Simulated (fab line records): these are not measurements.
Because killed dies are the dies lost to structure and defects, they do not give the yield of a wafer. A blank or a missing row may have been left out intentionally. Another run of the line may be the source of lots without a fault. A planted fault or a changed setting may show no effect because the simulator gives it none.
One fault through the eyes of 2 desks || flow sky130 || what lay behind the numbers comes last; until then each desk has only its own

## AT THE METROLOGY DESK
What the gauges read, lot by lot, whatever tool the lot ran on: means of the sampled wafers that have a number. Any lot whose mean is over 4 standard deviations away from the usual mean is out of limits and marked OUT; that distance is given in the brackets.
Columns: A = FIELD_ISO_CVD_24_THK at SKY_FIELD_ISO_THK_MEAS_25, usual 594 nm; B = PWDE_OVL at SKY_PWDE_OVL_MEAS_07, usual 0.8 nm
{"lot": "L378", "first seen here": "day 2 09:46", "A": 595, "B": 1.9}
{"lot": "L379", "first seen here": "day 2 15:26", "A": 591, "B": 0.2}
{"lot": "L380", "first seen here": "day 2 21:13", "A": 594, "B": -2.1}
{"lot": "L381", "first seen here": "day 3 02:32", "A": 590, "B": -1.1}
{"lot": "L382", "first seen here": "day 3 05:49", "A": 595, "B": -0.1}
{"lot": "L383", "first seen here": "day 3 09:02", "A": 595, "B": -1.3}
{"lot": "L384", "first seen here": "day 3 14:05", "A": 597, "B": 2.1}
{"lot": "L389", "first seen here": "day 4 17:41", "A": 591, "B": -0.5}
{"lot": "L390", "first seen here": "day 4 21:53", "A": 600, "B": 0.0}
{"lot": "L391", "first seen here": "day 5 03:23", "A": 602, "B": -0.1}
{"lot": "L395", "first seen here": "day 6 01:00", "A": 593, "B": 1.4}
{"lot": "L397", "first seen here": "day 6 10:52", "A": 595, "B": 0.4}
{"lot": "L399", "first seen here": "day 7 04:43", "A": 587, "B": -0.9}
{"lot": "L401", "first seen here": "day 7 07:35", "A": 586, "B": 3.9}
Finding of this desk: none of the 14 lots has anything out of limits.

## THE TOOL OWNER'S DESK: wet bench-04
The tool's own readings at SKY_NWELL_CLEAN_27 (cleans in SC1/SC2, time 150 s): means of the sampled wafers that have a number, for each lot that ran on this tool. Any lot whose mean is over 4 standard deviations away from the usual mean is out of limits and marked OUT; that distance is given in the brackets.
Columns: A = bath guard temp C at SKY_NWELL_CLEAN_27, usual 70.1 C; B = run length s at SKY_NWELL_CLEAN_27, usual 180 s
{"lot": "L379", "first seen here": "day 5 15:41", "A": 69.4, "B": 183}
{"lot": "L380", "first seen here": "day 5 23:29", "A": 69.4, "B": 177}
{"lot": "L381", "first seen here": "day 6 04:28", "A": 69.6, "B": 181}
{"lot": "L382", "first seen here": "day 6 07:02", "A": 69.3, "B": 180}
{"lot": "L383", "first seen here": "day 6 10:10", "A": 69.4, "B": 182}
{"lot": "L384", "first seen here": "day 6 18:47", "A": 69.4, "B": 184}
{"lot": "L389", "first seen here": "day 8 04:32", "A": 70.9, "B": "116 (-18) OUT"}
{"lot": "L390", "first seen here": "day 8 09:35", "A": 70.4, "B": "116 (-18) OUT"}
{"lot": "L391", "first seen here": "day 8 12:50", "A": 70.9, "B": "113 (-19) OUT"}
{"lot": "L401", "first seen here": "day 11 06:59", "A": 70.6, "B": 178}
This desk's verdict: out of limits on L389, L390, L391, starting with L389 at day 8 04:32 (run length s at SKY_NWELL_CLEAN_27). In limits: L379, L380, L381, L382, L383, L384, L401.

## BROUGHT TOGETHER
On L389, L390, L391, at day 8 04:32, an alarm was possible from the tool owner's desk.
Metrology desk: nothing out of limits seen.
The metrology desk holds a record of L389, L390, L391, inside its limits.
Of the lots named, all ran SKY_NWELL_CLEAN_27 on wet bench-04.

## WHAT WAS PUT IN BY THE SIMULATOR
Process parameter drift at SKY_NWELL_CLEAN_27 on wet bench-04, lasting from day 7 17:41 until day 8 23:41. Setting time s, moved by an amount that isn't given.
Shown lots that were struck: L389, L390, L391.
Delay in hours, fault start to first out-of-limits reading, by desk: the tool owner's desk at 11.
